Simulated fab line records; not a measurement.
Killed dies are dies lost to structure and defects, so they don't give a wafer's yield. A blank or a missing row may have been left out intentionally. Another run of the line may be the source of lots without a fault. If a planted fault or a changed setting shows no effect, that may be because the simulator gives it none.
A lot that was struck, set against a sound lot || flow sky130 || 18 out of 708 route steps
Sound: these wafers, L241.1, L241.2, L241.5. Struck: wafers L245.2, L245.3, L245.4. At the end, the cause is stated.
At each step with rows: each side's tool, then ch and its chambers, then its first start. Under that, the readings that differ: sound wafers || struck wafers || difference of the means || sigmas: that difference in standard deviations of wafers without a fault.
alike: a reading whose means differ by less than 2 such deviations, as well as words and numbers matching on both sides. not compared: withheld readings; readings where some wafer has no value; bounds like >300 that might hide an equal value; numbers whose values overlap and for which the record gives no deviation.
Wherever a step has rows on one side only, a row that says differs or no value, or a row with sigmas, the two part there. Numbers that don't overlap but have no deviation are shown without sigmas and don't part them. Lack of a reading on every wafer of one side parts them only where that side has two or more wafers.

first, 3 steps without rows for these wafers: SKY_SONOS_ONO_WET_ETCH_18 (etches Si3N4 in H3PO4, target depth 15 nm, time 172 s); SKY_GATE_OXIDE_CLEAN_00 (cleans in SC1/SC2, time 150 s); SKY_GATE_OXIDE_OXIDATION_01 (stabilise 600 s, purge 300 s, target thk 10.268 nm).
SKY_GATE_OXIDE_THK_MEAS_02:
  sound on filmMetro-02 at day 15 01:29; struck on filmMetro-03 at day 16 10:29
  alike: GATE_OXIDE_OXIDATION_00_THK
then, 7 steps without rows for these wafers: SKY_GATE_OXIDE_DEHYDRATE_03 (time 60 s); SKY_GATE_OXIDE_HMDS_04 (prime time 60 s); SKY_GATE_OXIDE_COAT_05 (resist thk 1140 nm); SKY_GATE_OXIDE_SOFTBAKE_06 (time 60 s); SKY_GATE_OXIDE_EXPOSE_07 (exposes mask LVOM, target cd 600 nm); SKY_GATE_OXIDE_PEB_08; SKY_GATE_OXIDE_DEVELOP_09 (develop time 60 s).
SKY_GATE_OXIDE_OVL_MEAS_10:
  sound on overlay-02 at day 16 04:32; struck on overlay-02 at day 17 15:31
  alike: GATE_OXIDE_OVL
SKY_GATE_OXIDE_IMPLANT_11:
  sound on implanter-03 ch 0, day 16 04:34; struck on implanter-01 ch 0, day 17 15:34
{"reading": "doseIonsCm2", "sound": "2.6038e+12 2.5976e+12 2.6016e+12", "struck": "2.8292e+12 2.8318e+12 2.8314e+12", "difference": "+2.2980e+11", "sigmas": "+79"}
{"reading": "faradayCurrentUA", "sound": "14.77 15.01 14.44", "struck": "15.87 16.13 15.76", "difference": "+1.18", "sigmas": "+4"}
then, 1 step without rows for these wafers: SKY_GATE_OXIDE_WET_ETCH_12 (etches SiO2 in dHF, target depth 16.8 nm, time 336 s).
SKY_GATE_OXIDE_STRIP_13: strips in O2/N2.
  sound on plasmaAsher-01 ch 0,1, day 16 04:49; struck on plasmaAsher-02 ch 0,1, day 17 15:48
  alike: chamberPressureMTorr, drypumpMotorCurrentA, o2FlowSccm, oesProductAu, stripTimeToEndpointS
  not compared: rfHoursCounterH
SKY_GATE_OXIDE_TW_MEAS_14:
  sound on filmMetro-02 at day 16 04:55; struck on filmMetro-02 at day 17 15:55
{"reading": "GATE_OXIDE_TW", "sound": "224.8 224.9 224.2", "struck": "229.8 228.8 228.5", "difference": "+4.4", "sigmas": "+3"}
then, 1 step without rows for these wafers: SKY_GATE_OXIDE_CLEAN_15 (cleans in SC1/SC2, time 150 s).
-- record jumps: 31 days separate the struck wafers' starts on either side; left off in module GATE_OXIDE, taken up again in module PAD_OPEN, whose first shown step is the route's number 708 --
SKY_PAD_OPEN_PROBE_99:
  sound on prober-02 at day 47 16:20; struck on prober-02 at day 48 13:38
{"reading": "model.etest.pfet_01v8_lvt.driveUaUm", "sound": "174.8 174.5 175.5", "struck": "183.6 182.4 180.7", "difference": "+7.3", "sigmas": ""}
{"reading": "model.etest.pfet_01v8_mvt.driveUaUm", "sound": "147.5 148 147.9", "struck": "156.6 157.4 154.6", "difference": "+8.4", "sigmas": ""}
{"reading": "model.etest.pfet_01v8_lvt.offLog10AUm", "sound": "-8.863 -8.743 -8.792", "struck": "-7.782 -7.91 -7.93", "difference": "+0.925", "sigmas": ""}
{"reading": "model.etest.pfet_01v8_mvt.offLog10AUm", "sound": "-11.14 -11.08 -11.12", "struck": "-10.04 -9.935 -10.05", "difference": "+1.11", "sigmas": ""}
{"reading": "model.etest.pfet_01v8.offLog10AUm", "sound": "-9.868 -9.59 -9.995", "struck": "-9.036 -9.073 -9.271", "difference": "+0.691", "sigmas": ""}
{"reading": "model.etest.sramPfetLatch.offLog10AUm", "sound": "-12.78 -12.87 -13.34", "struck": "-12.41 -12.21 -12.32", "difference": "+0.68", "sigmas": ""}
{"reading": "model.etest.pfet_01v8_hvt.offLog10AUm", "sound": "-13.19 -13.12 -13.39", "struck": "-12.81 -12.74 -12.76", "difference": "+0.46", "sigmas": ""}
{"reading": "model.etest.pfet_01v8_lvt.vtSatV (V)", "sound": "-0.4385 -0.4298 -0.4348", "struck": "-0.3377 -0.3488 -0.3558", "difference": "+0.0869", "sigmas": ""}
  alike: killed_at_M0_to_M3, killed_at_M4_up, killedAtContacts, killedAtFrontEnd, killedAtOther, killedDies, killedOpen, killedShort

## WHERE THEY PART
First at SKY_GATE_OXIDE_IMPLANT_11; last, within this record, at SKY_GATE_OXIDE_TW_MEAS_14. Later steps at which nothing parts them and some readings are alike: SKY_PAD_OPEN_PROBE_99.

WHY: what had been put in by the simulator
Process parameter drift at SKY_GATE_OXIDE_IMPLANT_11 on implanter-01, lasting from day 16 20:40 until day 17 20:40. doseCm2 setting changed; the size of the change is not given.
